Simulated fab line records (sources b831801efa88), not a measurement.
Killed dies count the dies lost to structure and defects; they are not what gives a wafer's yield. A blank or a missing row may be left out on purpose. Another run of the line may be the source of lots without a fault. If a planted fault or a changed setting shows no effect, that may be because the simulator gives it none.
Comparing a struck lot with a sound one -- flow sky130 -- 14 out of 708 route steps
Sound: the wafers L641.1, L641.3, L641.4. Struck: wafers L648.3, L648.4, L648.6. At the end, the cause is stated.
Each step with rows lists, per side, the tool, then ch with its chambers, then its first start. Under that, the readings that differ: sound wafers -- struck wafers -- difference of the means -- sigmas: that difference in standard deviations of wafers without a fault.
alike: readings whose means differ by less than 2 such deviations, and words and numbers that are the same on both sides. not compared: withheld readings, readings that some wafer has no value for, bounds like >300 that may hide the same value, and numbers for which the record gives no deviation and whose values overlap.
Wherever a step has rows on one side only, a row that says differs or no value, or a row with sigmas, the two part there. Non-overlapping numbers with no deviation appear without sigmas and do not part them. A reading that every wafer of one side lacks parts them only if that side has two wafers or more.

SKY_VIA2_OVL_MEAS_13:
  sound: overlay-02 at day 36 01:59; struck: overlay-01 at day 38 13:50
reading,sound,struck,difference,sigmas
VIA2_OVL (nm),5 11 13,-3 -6 -3,-14,-2
SKY_VIA2_ETCH_14: etches BARC in N2/H2, stops on SiO2, time 45.9 s, target depth 60 nm.
  sound on rieDiel-04 ch 0,1,3, day 36 02:01; struck on rieDiel-01 ch 0,3, day 38 13:52
  alike: drypumpMotorCurrentA, oesProductAu, throttleValvePct
  not compared: rfHoursCounterH
SKY_VIA2_ETCH_15: etches SiO2 in C4F8/O2/Ar, stops on TiN, target depth 546 nm, time 84 s.
  sound on rieDiel-04 ch 0,1,3, day 36 02:04; struck on rieDiel-01 ch 0,3, day 38 13:55
  alike: oesProductAu
  not compared: rfHoursCounterH
SKY_VIA2_STRIP_16: strips in O2/N2.
  sound on plasmaAsher-02 ch 0,1, day 36 02:07; struck on plasmaAsher-04 ch 0,1, day 38 14:01
  alike: drypumpMotorCurrentA, o2FlowSccm, oesProductAu, stripTimeToEndpointS
  not compared: rfHoursCounterH
then, 3 steps without rows for these wafers: SKY_VIA2_STRIP_17 (strips in post etch residue remover, time 1200 s); SKY_VIA2_CLEAN_18 (cleans in IPA, time 180 s); SKY_VIA2_CLEAN_19 (cleans in O3/DIW).
SKY_VIA2_SPUTTER_20: material TiN, target thk 20 nm, time 80 s.
  sound: pvdSputter-03 at day 36 02:43; struck: pvdSputter-03 at day 38 14:37
  alike: cathodeDcPowerW, chamberPressurePa, throttleValvePct
then, 1 step without rows for these wafers: SKY_VIA2_CVD_21 (deposits W, target thk 420 nm, time 126.4 s).
SKY_VIA2_RS_MEAS_22: uses a four-point probe to measure.
  sound: filmMetro-04 at day 36 02:54; struck: filmMetro-04 at day 38 14:50
  alike: VIA2_W_RS
SKY_VIA2_THK_MEAS_23: measures by xrf.
  sound: filmMetro-04 at day 36 03:01; struck: filmMetro-04 at day 38 14:56
  alike: VIA2_W_THK
then, 1 step without rows for these wafers: SKY_VIA2_CMP_24 (polishes, stops on SiO2, t overpolish 20 s, target thk 0 nm).
SKY_METAL3_SPUTTER_00: material Ti, target thk 15 nm, time 10 s.
  sound: pvdSputter-02 at day 36 03:23; struck: pvdSputter-02 at day 38 15:17
  no value came back on the struck wafers for cathodeDcPowerW (W), chamberPressurePa (Pa), throttleValvePct (%); on the sound wafers cathodeDcPowerW (W) reads 2999.4 3000.7 3000.3
SKY_METAL3_SPUTTER_01: material TiN, target thk 20 nm, time 16.7 s.
  sound: pvdSputter-02 at day 36 03:25; struck: pvdSputter-02 at day 38 15:18
  alike: cathodeDcPowerW, chamberPressurePa, throttleValvePct

WHERE THEY PART
Last at SKY_METAL3_SPUTTER_00 as far as this record goes, first at SKY_VIA2_OVL_MEAS_13. Later steps at which nothing parts them and some readings are alike: SKY_METAL3_SPUTTER_01.

WHY: what the simulator had put in
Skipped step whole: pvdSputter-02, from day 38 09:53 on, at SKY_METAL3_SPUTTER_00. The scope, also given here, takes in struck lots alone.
